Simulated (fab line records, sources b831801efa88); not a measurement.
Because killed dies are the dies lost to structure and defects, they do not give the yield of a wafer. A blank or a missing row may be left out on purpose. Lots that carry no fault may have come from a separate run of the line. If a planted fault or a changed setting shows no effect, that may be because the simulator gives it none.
Comparing a struck lot with a sound one	flow sky130	14 steps out of a route of 708
Sound: the wafers L498.3, L498.4, L498.6. Struck: wafers L507.2, L507.4, L507.6. The cause comes at the end.
Per side, at each step with rows, come the tool, then ch with its chambers, and then its first start. Under that, the readings that differ: sound wafers	struck wafers	difference of the means	sigmas: that difference in standard deviations of wafers without a fault.
alike: a reading whose means differ by less than 2 such deviations, as well as words and numbers matching on both sides. not compared: withheld readings; readings where some wafer has no value; bounds like >300 that might hide an equal value; numbers whose values overlap and for which the record gives no deviation.
The two part at a step that has a row with sigmas, a row that says differs or no value, or rows on one side only. Numbers that don't overlap but have no deviation are shown without sigmas and don't part them. A reading missing from all wafers of one side parts the sides only when that side holds two or more wafers.

first, 2 steps without rows for these wafers: SKY_VT_ADJUST_LVTN_PEB_16; SKY_VT_ADJUST_LVTN_DEVELOP_17 (develop time 60 s).
SKY_VT_ADJUST_LVTN_OVL_MEAS_18:
  sound: overlay-02 at day 8 08:37; struck: overlay-02 at day 11 06:43
reading	sound	struck	difference	sigmas
VT_ADJUST_LVTN_01_OVL (nm)	-2.4 -2.3 -3.1	-0.6 -1.2 1.8	+2.6	+2
then, 1 step without rows for these wafers: SKY_VT_ADJUST_LVTN_IMPLANT_19.
SKY_VT_ADJUST_LVTN_STRIP_20: strips in O2/N2.
  sound on plasmaAsher-01 ch 0,1, day 8 08:49; struck on plasmaAsher-04 ch 0,1, day 11 06:53
reading	sound	struck	difference	sigmas
o2FlowSccm (sccm)	3008 3003 3002	2975 3002 2983	-18	-2
  alike: drypumpMotorCurrentA, oesProductAu, stripTimeToEndpointS
  not compared: rfHoursCounterH
SKY_VT_ADJUST_LVTN_TW_MEAS_21:
  sound: filmMetro-01 at day 8 08:55; struck: filmMetro-02 at day 11 07:00
  alike: VT_ADJUST_LVTN_2_TW
then, 6 steps without rows for these wafers: SKY_VT_ADJUST_NCORE_DEHYDRATE_00 (time 60 s); SKY_VT_ADJUST_NCORE_HMDS_01 (prime time 60 s); SKY_VT_ADJUST_NCORE_COAT_02 (resist thk 1140 nm); SKY_VT_ADJUST_NCORE_SOFTBAKE_03 (time 60 s); SKY_VT_ADJUST_NCORE_EXPOSE_04 (exposes mask LVTN COMPLEMENT THIN, target cd 380 nm); SKY_VT_ADJUST_NCORE_PEB_05.
SKY_VT_ADJUST_NCORE_DEVELOP_06: develop time 60 s.
  sound on lithoTrack-02 ch 0, day 9 06:09; struck on lithoTrack-03, day 12 06:35
  no value came back on the struck wafers for chillPlateTempC (C), developTimeS (s); on the sound wafers chillPlateTempC (C) reads 22.91 22.87 22.86
SKY_VT_ADJUST_NCORE_CD_MEAS_07: the cd target is 380 nm.
  sound: cdSem-02 at day 9 06:17; struck: cdSem-02 at day 12 06:44
reading	sound	struck	difference	sigmas
cdNm (nm)	381.1 377.8 379.3	- - -	no value on the struck wafers	

## WHERE THEY PART
Last at SKY_VT_ADJUST_NCORE_CD_MEAS_07 as far as this record goes, first at SKY_VT_ADJUST_LVTN_OVL_MEAS_18.

WHY: whatever the simulator had introduced
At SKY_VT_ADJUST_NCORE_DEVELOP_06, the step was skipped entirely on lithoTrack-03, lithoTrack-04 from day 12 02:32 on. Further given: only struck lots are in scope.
